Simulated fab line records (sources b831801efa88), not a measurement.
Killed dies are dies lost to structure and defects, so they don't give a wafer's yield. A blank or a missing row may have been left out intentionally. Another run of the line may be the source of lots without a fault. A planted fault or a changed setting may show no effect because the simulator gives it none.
Struck lot and sound lot, side by side	flow gf180mcu	43 steps out of a route of 602
Sound: these wafers, L109.3, L109.5, L109.6. Struck: wafers L112.3, L112.5. (L112.1 of the same lot was not struck and is left out.) The cause comes at the end.
Per side, at each step with rows, come the tool, then ch with its chambers, and then its first start. Under that, the readings that differ: sound wafers	struck wafers	difference of the means	sigmas: that difference in standard deviations of wafers without a fault.
alike: a reading whose means differ by less than 2 such deviations, as well as words and numbers matching on both sides. not compared: withheld readings; readings where some wafer has no value; bounds like >300 that might hide an equal value; numbers whose values overlap and for which the record gives no deviation.
The two part at a step that has a row with sigmas, a row that says differs or no value, or rows on one side only. Numbers that don't overlap but have no deviation are shown without sigmas and don't part them. A reading missing from all wafers of one side parts the sides only when that side holds two or more wafers.

first, 8 steps without rows for these wafers: GF_POLY_GATE_DEHYDRATE_02 (time 60 s); GF_POLY_GATE_HMDS_03 (prime time 60 s); GF_POLY_GATE_COAT_04; GF_POLY_GATE_COAT_05 (resist thk 700 nm); GF_POLY_GATE_SOFTBAKE_06 (time 60 s); GF_POLY_GATE_EXPOSE_07 (exposes mask Poly2, target cd 280 nm); GF_POLY_GATE_PEB_08 (peb time 90 s); GF_POLY_GATE_DEVELOP_09 (develop time 60 s).
GF_POLY_GATE_CD_MEAS_10: the cd target is 280 nm.
  sound: cd_sem-02 at day 11 03:02; struck: cd_sem-02 at day 12 00:11
  alike: cd_nm
GF_POLY_GATE_OVL_MEAS_11:
  sound: overlay-01 at day 11 03:08; struck: overlay-01 at day 12 00:18
  alike: POLY_GATE_OVL
GF_POLY_GATE_ETCH_12: etches BARC in N2/H2.
  sound on rie_diel-04 ch 0,1, day 11 03:10; struck on rie_diel-02 ch 1,2, day 12 00:20
  alike: drypump_motor_current_A, oes_product_au, rf_fwd_power_W, throttle_valve_pct
GF_POLY_GATE_ETCH_13: etches poly-Si in HBr/Cl2, stops on SiO2, target depth 198.5 nm, time 69.6 s.
  sound on rie_si-01 ch 0,1,2, day 11 03:13; struck on rie_si-02 ch 1,3, day 12 00:23
  alike: drypump_motor_current_A, oes_product_au, rf_fwd_power_W, throttle_valve_pct
  not compared: rf_hours_counter_h
GF_POLY_GATE_STRIP_14: strips in O2/N2.
  sound on plasma_asher-01 ch 0,1, day 11 03:18; struck on plasma_asher-01 ch 1, day 12 00:26
  alike: drypump_motor_current_A, heater_power_w, oes_product_au
  not compared: rf_hours_counter_h
then, 2 steps without rows for these wafers: GF_POLY_GATE_CLEAN_15 (cleans in SC1/SC2, time 150 s); GF_POLY_GATE_OXIDATION_16 (stabilise 600 s, purge 300 s, target thk 4 nm).
GF_POLY_GATE_THK_MEAS_17:
  sound: film_metro-01 at day 11 04:45; struck: film_metro-03 at day 12 01:50
  alike: POLY_GATE_OXIDATION_THK
GF_POLY_GATE_CD_MEAS_18:
  sound: cd_sem-02 at day 11 04:57; struck: cd_sem-02 at day 12 01:56
  alike: cd_nm
then, 7 steps without rows for these wafers: GF_HV_LDD_DEHYDRATE_00 (time 60 s); GF_HV_LDD_HMDS_01 (prime time 60 s); GF_HV_LDD_COAT_02 (resist thk 1000 nm); GF_HV_LDD_SOFTBAKE_03 (time 60 s); GF_HV_LDD_EXPOSE_04 (exposes mask Nplus LV AREA, target cd 400 nm); GF_HV_LDD_PEB_05; GF_HV_LDD_DEVELOP_06 (develop time 60 s).
GF_HV_LDD_CD_MEAS_07: the cd target is 400 nm.
  sound: cd_sem-02 at day 11 23:32; struck: cd_sem-02 at day 12 20:53
  alike: cd_nm
GF_HV_LDD_OVL_MEAS_08:
  sound: overlay-02 at day 11 23:38; struck: overlay-01 at day 12 21:00
  alike: HV_LDD_OVL
next, for these wafers, 1 step has no rows: GF_HV_LDD_IMPLANT_09.
GF_HV_LDD_STRIP_10: strips in O2/N2.
  sound on plasma_asher-01 ch 0,1, day 11 23:50; struck on plasma_asher-02 ch 0,1, day 12 21:11
  alike: drypump_motor_current_A, heater_power_w, oes_product_au, strip_time_to_endpoint_s
  not compared: rf_hours_counter_h
GF_HV_LDD_TW_MEAS_11:
  sound: film_metro-02 at day 11 23:56; struck: film_metro-02 at day 12 21:17
  alike: HV_LDD_TW
then, 7 steps without rows for these wafers: GF_HV_LDD_DEHYDRATE_12 (time 60 s); GF_HV_LDD_HMDS_13 (prime time 60 s); GF_HV_LDD_COAT_14 (resist thk 1000 nm); GF_HV_LDD_SOFTBAKE_15 (time 60 s); GF_HV_LDD_EXPOSE_16 (exposes mask Pplus LV AREA, target cd 400 nm); GF_HV_LDD_PEB_17; GF_HV_LDD_DEVELOP_18 (develop time 60 s).
GF_HV_LDD_CD_MEAS_19: the cd target is 400 nm.
  sound: cd_sem-02 at day 12 19:38; struck: cd_sem-02 at day 13 17:23
  alike: cd_nm
GF_HV_LDD_OVL_MEAS_20:
  sound: overlay-01 at day 12 19:44; struck: overlay-02 at day 13 17:30
  alike: HV_LDD_01_OVL
next, for these wafers, 1 step has no rows: GF_HV_LDD_IMPLANT_21.
GF_HV_LDD_STRIP_22: strips in O2/N2.
  sound on plasma_asher-01 ch 0,1, day 12 19:56; struck on plasma_asher-04 ch 0, day 13 17:41
reading	sound	struck	difference	sigmas
heater_power_w (W)	274 331 270	415 423	+127	+3
  alike: drypump_motor_current_A, oes_product_au, strip_time_to_endpoint_s
  not compared: rf_hours_counter_h
GF_HV_LDD_TW_MEAS_23:
  sound: film_metro-02 at day 12 20:02; struck: film_metro-04 at day 13 17:47
reading	sound	struck	difference	sigmas
HV_LDD_2_TW	1061 1059 1067	1047 1051	-13	-2
then, 1 step without rows for these wafers: GF_HV_LDD_DEHYDRATE_24 (time 60 s).
-- here the record skips 18 days between the struck wafers' starts before and after, leaving off in module HV_LDD and picking up in module PASSIVATION (first step shown: number 602 of the route) --
GF_PASSIVATION_PROBE_99:
  only the struck wafers here have rows in the record (prober-02, day 31 23:11); the sound ones have none

WHERE THEY PART
Last at GF_PASSIVATION_PROBE_99 as far as this record goes, first at GF_HV_LDD_STRIP_22.

WHY: whatever the simulator had introduced
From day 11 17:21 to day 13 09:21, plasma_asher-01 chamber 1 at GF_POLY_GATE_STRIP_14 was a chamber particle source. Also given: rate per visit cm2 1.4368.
